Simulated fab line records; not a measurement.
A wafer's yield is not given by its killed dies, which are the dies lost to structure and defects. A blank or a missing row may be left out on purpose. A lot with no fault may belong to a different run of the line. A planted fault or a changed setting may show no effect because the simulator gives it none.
A struck lot beside a sound one	flow sky130	23 out of 708 route steps
Sound: these wafers, L366.1, L366.3, L366.5. Wafers struck: L376.1, L376.5, L376.6. The cause is named last.
Order at every step that has rows: each side's tool, ch and its chambers, its first start. Under that, the readings that differ: sound wafers	struck wafers	difference of the means	sigmas: that difference in standard deviations of wafers without a fault.
alike: readings with means less than 2 such deviations apart, plus words and numbers identical on both sides. not compared: withheld readings, readings lacking a value on some wafer, bounds such as >300 that could conceal the same value, and numbers that have no deviation in the record and whose values overlap.
The two part at a step that has a row with sigmas, a row that says differs or no value, or rows on one side only. Numbers that have no deviation but don't overlap get no sigmas and don't part them. A reading missing from all wafers of one side parts the sides only when that side holds two or more wafers.

first, 7 steps without rows for these wafers: SKY_RES_XHIGH_HMDS_01 (prime time 60 s); SKY_RES_XHIGH_COAT_02 (resist thk 1140 nm); SKY_RES_XHIGH_SOFTBAKE_03 (time 60 s); SKY_RES_XHIGH_EXPOSE_04 (exposes mask URPM, target cd 1270 nm); SKY_RES_XHIGH_PEB_05; SKY_RES_XHIGH_DEVELOP_06 (develop time 60 s); SKY_RES_XHIGH_IMPLANT_07.
SKY_RES_XHIGH_STRIP_08: strips in O2/N2.
  sound on plasma-asher-01 ch 0,1, day 28 19:08; struck on plasma-asher-01 ch 0,1, day 31 16:55
  alike: drypump-motor-current-A, oes-product-au, strip-time-to-endpoint-s
  not compared: rf-hours-counter-h
SKY_RES_XHIGH_TW_MEAS_09:
  sound on film-metro-01, day 28 19:14; struck on film-metro-02, day 31 17:01
  alike: RES_XHIGH_TW
then, 3 steps without rows for these wafers: SKY_SD_N_DEHYDRATE_00 (time 60 s); SKY_SD_N_HMDS_01 (prime time 60 s); SKY_SD_N_COAT_02 (resist thk 1140 nm).
SKY_SD_N_SOFTBAKE_03: time 60 s.
  sound on litho-track-04 ch 0, day 29 09:04; struck on litho-track-03 ch 0, day 32 05:52
reading	sound	struck	difference	sigmas
heater-power-total-W (W)	56.54 56.64 56.48	59.49 59.45 59.47	+2.92	+62
plate-temp-C (C)	89.86 90.14 90.03	93.24 93.23 93.18	+3.21	+27
model.NOVOLAK_of_SD_N_COAT_02.thk-nm (nm)	1141 1140 1139	1124 1124 1123	-16	
then, 2 steps without rows for these wafers: SKY_SD_N_EXPOSE_04 (exposes mask NSDM, target cd 380 nm); SKY_SD_N_PEB_05.
SKY_SD_N_DEVELOP_06: develop time 60 s.
  sound on litho-track-04 ch 0, day 29 23:46; struck on litho-track-01 ch 0, day 32 19:40
reading	sound	struck	difference	sigmas
model.NOVOLAK_of_SD_N_COAT_02.thk-nm (nm)	1140 1140 1139	1124 1124 1123	-16	
SKY_SD_N_CD_MEAS_07: the cd target is 380 nm.
  sound on cd-sem-02, day 29 23:55; struck on cd-sem-01, day 32 19:49
  alike: cd-nm
SKY_SD_N_OVL_MEAS_08:
  sound on overlay-01, day 30 00:02; struck on overlay-02, day 32 19:56
  alike: SD_N_OVL
then, 2 steps without rows for these wafers: SKY_SD_N_IMPLANT_09; SKY_SD_N_IMPLANT_10.
SKY_SD_N_STRIP_11: strips in O2/N2.
  sound on plasma-asher-03 ch 0,1, day 30 00:23; struck on plasma-asher-02 ch 0,1, day 32 20:16
reading	sound	struck	difference	sigmas
strip-time-to-endpoint-s (s)	22.60 22.59 22.57	22.33 22.34 22.34	-0.25	-5
  alike: drypump-motor-current-A, oes-product-au
  not compared: rf-hours-counter-h
SKY_SD_N_TW_MEAS_12:
  sound on film-metro-01, day 30 00:29; struck on film-metro-03, day 32 20:22
reading	sound	struck	difference	sigmas
SD_N_TW	3991 3985 3973	4072 4065 4064	+84	+3
-- record jumps: 17 days separate the struck wafers' starts on either side; left off in module SD_N, taken up again in module PAD_OPEN, whose first shown step is the route's number 708 --
SKY_PAD_OPEN_PROBE_99:
  sound on prober-02, day 47 16:40; struck on prober-02, day 49 14:28
  alike: killed_at_M0_to_M3, killed_at_M4_up, killed-at-contacts, killed-at-front-end, killed-at-other, killed-dies, killed-open, killed-short

## WHERE THEY PART
Last at SKY_SD_N_TW_MEAS_12 as far as this record goes, first at SKY_SD_N_SOFTBAKE_03. Later steps at which nothing parts them and some readings are alike: SKY_PAD_OPEN_PROBE_99.

WHY: the cause the simulator had injected
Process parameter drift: litho-track-03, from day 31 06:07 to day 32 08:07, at SKY_SD_N_SOFTBAKE_03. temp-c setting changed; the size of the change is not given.
